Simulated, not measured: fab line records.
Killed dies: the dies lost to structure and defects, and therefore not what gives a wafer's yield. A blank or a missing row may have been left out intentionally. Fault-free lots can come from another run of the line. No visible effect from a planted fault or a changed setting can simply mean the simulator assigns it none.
One fault through the eyes of 2 desks | flow gf180mcu | each desk holds nothing but its own numbers, with what lay behind them at the end

METROLOGY DESK
What the gauges read for every lot (on any tool): the sampled wafers with a number, averaged. Marked OUT: a lot whose mean sits more than 4 standard deviations from the usual mean, which makes it out of limits; the brackets give that distance.
Columns: A = V5_CVD_02_THK at GF_V5_THK_MEAS_03, usual 1451 nm; B = V5_OVL at GF_V5_OVL_MEAS_15, usual 0 nm
lot  | first seen here | A             | B
L277 | day 26 02:43    | 1449          | -2
L278 | day 26 12:41    | 1455          | -5
L279 | day 27 04:41    | 1453          | 3
L280 | day 27 14:30    | 1459          | 4
L281 | day 27 15:18    | 1436          | -4
L286 | day 29 01:04    | 943 (-28) OUT | 0
L292 | day 31 00:59    | 1446          | 2
L295 | day 31 13:16    | 1446          | 3
L296 | day 31 20:45    | 1445          | 5
L297 | day 32 01:20    | 1450          | -0
L298 | day 32 10:02    | 1463          | 0
L299 | day 32 16:48    | 1470          | 4
L300 | day 32 18:14    | 1447          | -3
Per this desk, out of limits: L286; the first was L286, day 29 01:04 (V5_CVD_02_THK at GF_V5_THK_MEAS_03). L277, L278, L279, L280, L281, L292, L295, L296, L297, L298, L299, L300: within limits.

THE TOOL OWNER'S DESK: pecvd-02
The tool's own readings at GF_V5_CVD_02 (deposits SiO2 from TEOS, target thk 1450 nm, time 163.28 s): means of the sampled wafers that have a number, for each lot that ran on this tool. Marked OUT: a lot whose mean sits more than 4 standard deviations from the usual mean, which makes it out of limits; the brackets give that distance.
Columns: A = heater-power-outer-w at GF_V5_CVD_02, usual 376 W; B = heater-power-w at GF_V5_CVD_02, usual 681 W
lot  | first seen here | A   | B
L280 | day 27 14:23    | 371 | 662
L286 | day 29 00:54    | 372 | 683
Result from this desk: across the 2 lots, nothing is out of limits.

BROUGHT TOGETHER
At day 29 01:04 the metrology desk could have sounded an alarm, on L286.
The desk of the tool owner found nothing out of limits.
On record at the tool owner's desk: L286, within its limits.
GF_V5_CVD_02 was run on pecvd-02 by each of the lots named.

WHAT HAD BEEN PUT IN BY THE SIMULATOR
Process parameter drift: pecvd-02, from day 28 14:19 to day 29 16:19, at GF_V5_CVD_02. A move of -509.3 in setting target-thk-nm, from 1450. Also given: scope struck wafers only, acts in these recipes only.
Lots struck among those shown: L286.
Time in hours between the start of the fault and the first out-of-limits reading at each desk: metrology desk, 11.
